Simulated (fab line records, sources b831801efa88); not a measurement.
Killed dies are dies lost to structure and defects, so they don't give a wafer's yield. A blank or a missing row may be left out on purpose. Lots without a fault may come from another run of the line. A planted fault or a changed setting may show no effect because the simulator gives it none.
Which tool did it? | flow sfq_line | 7 lots, 21 wafers sampled, at 3 steps of a route of 325

WHAT THE GAUGES READ, wafer by wafer
SFQ_I4_BOW_MEAS_927.
lot  | measured     | on            | I4_BOW (um)
L543 | day 55 11:09 | film_metro-01 | 3 -2 -6
L545 | day 55 16:11 | film_metro-01 | 10 0 6
L551 | day 56 10:11 | film_metro-04 | 13 0 10
L553 | day 56 13:09 | film_metro-01 | 6 3 23
L558 | day 57 00:14 | film_metro-03 | 5 0 -14
L562 | day 57 13:10 | film_metro-04 | 2 12 3
L564 | day 57 16:09 | film_metro-04 | 3 11 -2

WHICH TOOL RAN EACH LOT (tool, then ch and the chambers of the sampled wafers, then the start)
lot  | SFQ_TRILAYER_M4_BARC_OPEN_METAL_ETCH_123 | SFQ_TRILAYER_I4_DEP_PECVD_099
L543 | rie_metal-04 ch 0,1, day 54 06:53        | pecvd-01 ch 0,2, day 54 07:51
L545 | rie_metal-04 ch 0,1, day 54 11:43        | pecvd-01 ch 1,2, day 54 12:39
L551 | rie_metal-03 ch 0, day 55 10:05          | pecvd-01 ch 0,1, day 55 11:48
L553 | rie_metal-04 ch 0,1, day 55 14:50        | pecvd-02 ch 0,1,2, day 55 15:48
L558 | rie_metal-02 ch 0,1, day 56 00:26        | pecvd-04 ch 0,1, day 56 01:25
L562 | rie_metal-04 ch 0,1, day 57 02:50        | pecvd-02 ch 0,1,2, day 57 03:48
L564 | rie_metal-02 ch 0,1, day 57 08:50        | pecvd-01 ch 0,1, day 57 09:48
- SFQ_TRILAYER_M4_BARC_OPEN_METAL_ETCH_123: etches BARC in O2, target depth 125 nm, time 41.7 s.
- SFQ_TRILAYER_I4_DEP_PECVD_099: deposits SiO2 from SiH4/N2O, time 111.11 s, target thk 500 nm.

THE ANSWER, worked out from the rows above alone
Rule: what is usual is taken from the lots themselves. Put in order of their means at a reading, lots are off if they are a third of the lots or fewer, leave a main group of 4 or more, and stand apart from it by a gap of 3 or more times the standard deviation of the main group's means; of several such gaps the widest counts. A main group whose means are all the same, to the digits that the tables above print for the reading, isn't used. A lot without any number at a reading at which 4 lots or more have one is off too. The other lots that the step has rows for count as sound.
No lot is off at any reading shown: from this, nothing can be told.

WHAT THE SIMULATOR HAD PUT IN
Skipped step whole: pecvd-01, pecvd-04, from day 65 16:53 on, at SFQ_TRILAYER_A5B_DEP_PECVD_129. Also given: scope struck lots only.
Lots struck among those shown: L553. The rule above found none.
